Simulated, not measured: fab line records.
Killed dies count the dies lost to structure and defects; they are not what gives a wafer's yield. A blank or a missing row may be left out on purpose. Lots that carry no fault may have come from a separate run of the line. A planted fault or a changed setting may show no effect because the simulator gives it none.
Comparing a struck lot with a sound one    flow sfqLine    14 out of 325 route steps
Sound: these wafers, L112.2, L112.4, L112.5. The struck wafers were L114.2, L114.5, L114.6. The cause is named last.
For every step that has rows: the tool of each side, followed by ch and its chambers, followed by its first start. Under that, the readings that differ: sound wafers    struck wafers    difference of the means    sigmas: that difference in standard deviations of wafers without a fault.
alike: a reading whose means differ by less than 2 such deviations, as well as words and numbers matching on both sides. not compared: withheld readings; readings where some wafer has no value; bounds like >300 that might hide an equal value; numbers whose values overlap and for which the record gives no deviation.
A row with sigmas, a row that says differs or no value, or rows on one side alone: a step with any of these is where the two part. Non-overlapping numbers with no deviation appear without sigmas and do not part them. A reading missing from all wafers of one side parts the sides only when that side holds two or more wafers.

first, 1 step without rows for these wafers: SFQ_TRILAYER_M0_STRIP_SOLV_CLEAN_026 (cleans in NMP, time 600 s).
SFQ_TRILAYER_I0_DEP_PECVD_027: deposits SiO2 from SiH4/N2O, time 111.11 s, target thk 500 nm.
  sound on pecvd-01 ch 0,1, day 8 07:31; struck on pecvd-02 ch 0,1,2, day 10 08:56
  alike: chamberPressureTorr, heaterPowerW, susceptorTempC, throttleValvePct
SFQ_TRILAYER_I0_CMP_CMP_028: polishes SiO2.
  sound on cmp-01 ch 1,3, day 8 08:05; struck on cmp-01 ch 1,2, day 10 16:32
  alike: motorCurrentA, timeToEndpointS
SFQ_I0_BOW_MEAS_907:
  sound on filmMetro-01, day 8 10:36; struck on filmMetro-04, day 10 19:34
  alike: I0_BOW
SFQ_TRILAYER_I0_METRO_MEASURE_029:
  sound on filmMetro-01, day 8 10:54; struck on filmMetro-04, day 10 19:52
  alike: thkNm
then, 6 steps without rows for these wafers: SFQ_TRILAYER_I0_VIA_LITHO_COAT_036 (resist thk 62 nm); SFQ_TRILAYER_I0_VIA_LITHO_COAT_031 (resist thk 650 nm); SFQ_TRILAYER_I0_VIA_LITHO_SOFTBAKE_035; SFQ_TRILAYER_I0_VIA_LITHO_EXPOSE_032 (exposes mask I0, target cd 500 nm); SFQ_TRILAYER_I0_VIA_LITHO_PEB_034 (peb time 60 s); SFQ_TRILAYER_I0_VIA_LITHO_DEVELOP_033 (time 60 s).
-- the record jumps here: 4 days lie between the struck wafers' starts before and after --
SFQ_I0_OVL_MEAS_908:
  sound on overlay-01, day 13 06:45; struck on overlay-01, day 15 04:21
  alike: I0_OVL
SFQ_TRILAYER_I0_VIA_BARC_OPEN_VIA_ETCH_046: etches BARC in O2, target depth 125 nm, time 41.7 s.
  sound on rieDiel-01 ch 0,3, day 13 06:47; struck on rieDiel-02 ch 1,2,3, day 15 04:23
reading    sound              struck             difference  sigmas
biasW (W)  80.23 79.55 80.02  75.40 75.02 75.65  -4.58       -18
  alike: drypumpMotorCurrentA, oesProductAu
  not compared: rfHoursCounterH
SFQ_TRILAYER_I0_VIA_ETCH_VIA_ETCH_034: etches SiO2 in CHF3, stops on Nb, target depth 260 nm.
  sound on rieDiel-01 ch 0,3, day 13 06:49; struck on rieDiel-02 ch 1,2,3, day 15 04:25
  alike: biasW, drypumpMotorCurrentA, oesProductAu

WHERE THEY PART
SFQ_TRILAYER_I0_VIA_BARC_OPEN_VIA_ETCH_046 only, going by this record. Later steps at which nothing parts them and some readings are alike: SFQ_TRILAYER_I0_VIA_ETCH_VIA_ETCH_034.

WHY: whatever the simulator had introduced
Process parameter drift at SFQ_TRILAYER_I0_VIA_BARC_OPEN_VIA_ETCH_046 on rieDiel-02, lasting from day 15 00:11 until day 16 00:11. Setting biasW shifted by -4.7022 from 80. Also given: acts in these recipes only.
